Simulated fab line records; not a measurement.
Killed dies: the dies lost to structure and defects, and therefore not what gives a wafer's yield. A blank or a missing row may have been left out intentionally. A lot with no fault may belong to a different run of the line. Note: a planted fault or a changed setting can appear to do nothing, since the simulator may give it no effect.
What tool caused it? :: flow gf180mcu :: 39 wafers from 13 lots sampled at 4 of the route's 602 steps

== WHAT EACH GAUGE READ, for each wafer ==
GF_M2_CD_MEAS_14: target cd 280 nm.
lot: L176
measured: day 19 09:51
on: cd-sem-01
cd-nm (nm): 279.2 280.8 280.1

lot: L177
measured: day 19 13:41
on: cd-sem-01
cd-nm (nm): 278.5 279.5 279.4

lot: L178
measured: day 20 00:37
on: cd-sem-01
cd-nm (nm): 278.6 278.9 278.0

lot: L180
measured: day 21 00:01
on: cd-sem-02
cd-nm (nm): 280.6 280.7 280.0

lot: L181
measured: day 21 12:11
on: cd-sem-01
cd-nm (nm): 281.0 279.4 280.5

lot: L182
measured: day 21 16:35
on: cd-sem-02
cd-nm (nm): 281.3 280.0 280.7

lot: L188
measured: day 23 14:07
on: cd-sem-02
cd-nm (nm): 281.7 280.2 280.4

lot: L192
measured: day 24 23:35
on: cd-sem-02
cd-nm (nm): 279.4 281.2 281.2

lot: L193
measured: day 24 23:54
on: cd-sem-01
cd-nm (nm): 283.9 284.5 284.2

lot: L194
measured: day 25 16:29
on: cd-sem-02
cd-nm (nm): 286.7 287.2 286.7

lot: L195
measured: day 26 02:10
on: cd-sem-01
cd-nm (nm): 280.7 279.7 281.6

lot: L196
measured: day 26 04:22
on: cd-sem-02
cd-nm (nm): 282.2 281.2 280.4

lot: L197
measured: day 26 13:43
on: cd-sem-02
cd-nm (nm): 278.7 278.4 279.2

== EACH LOT AND THE TOOL THAT RAN IT (in order: tool; ch and the chambers of the sampled wafers; start) ==
lot: L176
GF_M1_SPUTTER_04: pvd-sputter-02, day 16 07:01
GF_V1_ETCH_17: rie-diel-03 ch 0,2, day 19 09:42 or earlier
GF_M2_DEVELOP_13: litho-track-04 ch 0, day 19 09:42

lot: L177
GF_M1_SPUTTER_04: pvd-sputter-03, day 16 12:45
GF_V1_ETCH_17: rie-diel-02 ch 1,2,3, day 19 13:27 or earlier
GF_M2_DEVELOP_13: litho-track-02 ch 0, day 19 13:27

lot: L178
GF_M1_SPUTTER_04: pvd-sputter-04, day 16 22:56
GF_V1_ETCH_17: rie-diel-04 ch 1,3, day 20 00:28 or earlier
GF_M2_DEVELOP_13: litho-track-02 ch 0, day 20 00:28

lot: L180
GF_M1_SPUTTER_04: pvd-sputter-03, day 17 20:45
GF_V1_ETCH_17: rie-diel-04 ch 0,1,2, day 20 23:52 or earlier
GF_M2_DEVELOP_13: litho-track-04 ch 0, day 20 23:52

lot: L181
GF_M1_SPUTTER_04: pvd-sputter-02, day 18 07:30
GF_V1_ETCH_17: rie-diel-02 ch 0,1, day 21 12:03 or earlier
GF_M2_DEVELOP_13: litho-track-02 ch 0, day 21 12:03

lot: L182
GF_M1_SPUTTER_04: pvd-sputter-02, day 18 13:10
GF_V1_ETCH_17: rie-diel-02 ch 0,1,2, day 21 16:26 or earlier
GF_M2_DEVELOP_13: litho-track-01 ch 0, day 21 16:26

lot: L188
GF_M1_SPUTTER_04: pvd-sputter-03, day 20 13:49
GF_V1_ETCH_17: rie-diel-02 ch 1,2,3, day 23 13:56 or earlier
GF_M2_DEVELOP_13: litho-track-01 ch 0, day 23 13:56

lot: L192
GF_M1_SPUTTER_04: pvd-sputter-04, day 22 00:46
GF_V1_ETCH_17: rie-diel-03 ch 1,3, day 24 23:27 or earlier
GF_M2_DEVELOP_13: litho-track-04 ch 0, day 24 23:27

lot: L193
GF_M1_SPUTTER_04: pvd-sputter-03, day 22 01:38
GF_V1_ETCH_17: rie-diel-02 ch 0,1,3, day 24 23:46 or earlier
GF_M2_DEVELOP_13: litho-track-01 ch 0, day 24 23:46

lot: L194
GF_M1_SPUTTER_04: pvd-sputter-02, day 22 14:18
GF_V1_ETCH_17: rie-diel-03 ch 0,1,3, day 25 16:20 or earlier
GF_M2_DEVELOP_13: litho-track-01 ch 0, day 25 16:20

lot: L195
GF_M1_SPUTTER_04: pvd-sputter-04, day 23 06:22
GF_V1_ETCH_17: rie-diel-02 ch 0,2, day 26 02:01 or earlier
GF_M2_DEVELOP_13: litho-track-04 ch 0, day 26 02:01

lot: L196
GF_M1_SPUTTER_04: pvd-sputter-04, day 23 08:28
GF_V1_ETCH_17: rie-diel-02 ch 0,2,3, day 26 04:13 or earlier
GF_M2_DEVELOP_13: litho-track-04 ch 0, day 26 04:13

lot: L197
GF_M1_SPUTTER_04: pvd-sputter-04, day 23 17:59
GF_V1_ETCH_17: rie-diel-03 ch 0,1,3, day 26 13:34 or earlier
GF_M2_DEVELOP_13: litho-track-04 ch 0, day 26 13:34
- GF_M1_SPUTTER_04: material TiN, target thk 50 nm, time 41.7 s.
- GF_V1_ETCH_17: etches SiO2 in C4F8/O2/Ar, stops on TiN, target depth 630 nm.
- GF_M2_DEVELOP_13: develop time 60 s.

== WHAT THE TOOLS THEMSELVES READ (means of the sampled wafers that have a number; where no wafer has one, the mark that the record gives instead) ==
GF_M1_SPUTTER_04.
lot: L176
tool: pvd-sputter-02
throttle-valve-pct (%): 29.8

lot: L177
tool: pvd-sputter-03
throttle-valve-pct (%): 29.7

lot: L178
tool: pvd-sputter-04
throttle-valve-pct (%): 28.7

lot: L180
tool: pvd-sputter-03
throttle-valve-pct (%): 29.8

lot: L181
tool: pvd-sputter-02
throttle-valve-pct (%): 29.6

lot: L182
tool: pvd-sputter-02
throttle-valve-pct (%): 30.6

lot: L188
tool: pvd-sputter-03
throttle-valve-pct (%): 29.9

lot: L192
tool: pvd-sputter-04
throttle-valve-pct (%): 29.5

lot: L193
tool: pvd-sputter-03
throttle-valve-pct (%): 30.1

lot: L194
tool: pvd-sputter-02
throttle-valve-pct (%): 29.6

lot: L195
tool: pvd-sputter-04
throttle-valve-pct (%): 30.0

lot: L196
tool: pvd-sputter-04
throttle-valve-pct (%): 30.0

lot: L197
tool: pvd-sputter-04
throttle-valve-pct (%): 29.1

GF_V1_ETCH_17.
lot: L176
tool: rie-diel-03
oes-product-au (a.u.): 0.855

lot: L177
tool: rie-diel-02
oes-product-au (a.u.): 0.858

lot: L178
tool: rie-diel-04
oes-product-au (a.u.): 0.852

lot: L180
tool: rie-diel-04
oes-product-au (a.u.): 0.859

lot: L181
tool: rie-diel-02
oes-product-au (a.u.): 0.858

lot: L182
tool: rie-diel-02
oes-product-au (a.u.): 0.854

lot: L188
tool: rie-diel-02
oes-product-au (a.u.): 0.860

lot: L192
tool: rie-diel-03
oes-product-au (a.u.): 0.852

lot: L193
tool: rie-diel-02
oes-product-au (a.u.): 0.852

lot: L194
tool: rie-diel-03
oes-product-au (a.u.): 0.863

lot: L195
tool: rie-diel-02
oes-product-au (a.u.): 0.855

lot: L196
tool: rie-diel-02
oes-product-au (a.u.): 0.853

lot: L197
tool: rie-diel-03
oes-product-au (a.u.): 0.858

GF_M2_DEVELOP_13.
lot: L176
tool: litho-track-04
resist-line-temp-C (C): 22.91

lot: L177
tool: litho-track-02
resist-line-temp-C (C): 23.09

lot: L178
tool: litho-track-02
resist-line-temp-C (C): 23.04

lot: L180
tool: litho-track-04
resist-line-temp-C (C): 23.13

lot: L181
tool: litho-track-02
resist-line-temp-C (C): 23.05

lot: L182
tool: litho-track-01
resist-line-temp-C (C): 23.07

lot: L188
tool: litho-track-01
resist-line-temp-C (C): 22.95

lot: L192
tool: litho-track-04
resist-line-temp-C (C): 22.92

lot: L193
tool: litho-track-01
resist-line-temp-C (C): 23.09

lot: L194
tool: litho-track-01
resist-line-temp-C (C): 23.07

lot: L195
tool: litho-track-04
resist-line-temp-C (C): 22.96

lot: L196
tool: litho-track-04
resist-line-temp-C (C): 23.01

lot: L197
tool: litho-track-04
resist-line-temp-C (C): 22.92

== THE ANSWER, worked out from the rows above alone ==
Rule: the lots themselves supply what counts as usual. Put in order of their means at a reading, lots are off if they are a third of the lots or fewer, leave a main group of 4 or more, and stand apart from it by a gap of 3 or more times the standard deviation of the main group's means; of several such gaps the widest counts. The tables above print the reading to a certain number of digits; a main group whose means all agree to those digits is not used. Also off: a lot with no number at a reading for which 4 or more lots have one. The other lots that the step has rows for count as sound. First the gauges in route order, then the tools' own readings, where a lot's mean is used as printed above. At the first step where some lot is off, the reading lying furthest off is the one used; lots without a number count as furthest.
Off: L193, L194 (GF_M2_CD_MEAS_14, cd-nm). Main group: mean 280.1 nm, sd 0.86.
If a tool, at a process step before that reading, ran all the lots that are off and no sound lot after the first of them, it fits. Gauges at GF_M2_CD_MEAS_14: tried the same way as those tools. Because GF_V1_ETCH_17 lacks a start for some lots, the hours and order of its lots are taken from GF_M2_DEVELOP_13. One fits: GF_M2_DEVELOP_13 on litho-track-01. A fault onset in the window from L188 (day 23 13:56, its last sound lot) to L193 (day 24 23:46, its first lot off) fits.

== WHAT HAD BEEN PUT IN BY THE SIMULATOR ==
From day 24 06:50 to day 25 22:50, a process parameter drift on litho-track-01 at GF_M2_DEVELOP_13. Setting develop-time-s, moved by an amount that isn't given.
Shown lots that were struck: L193, L194. The rule above found the same.
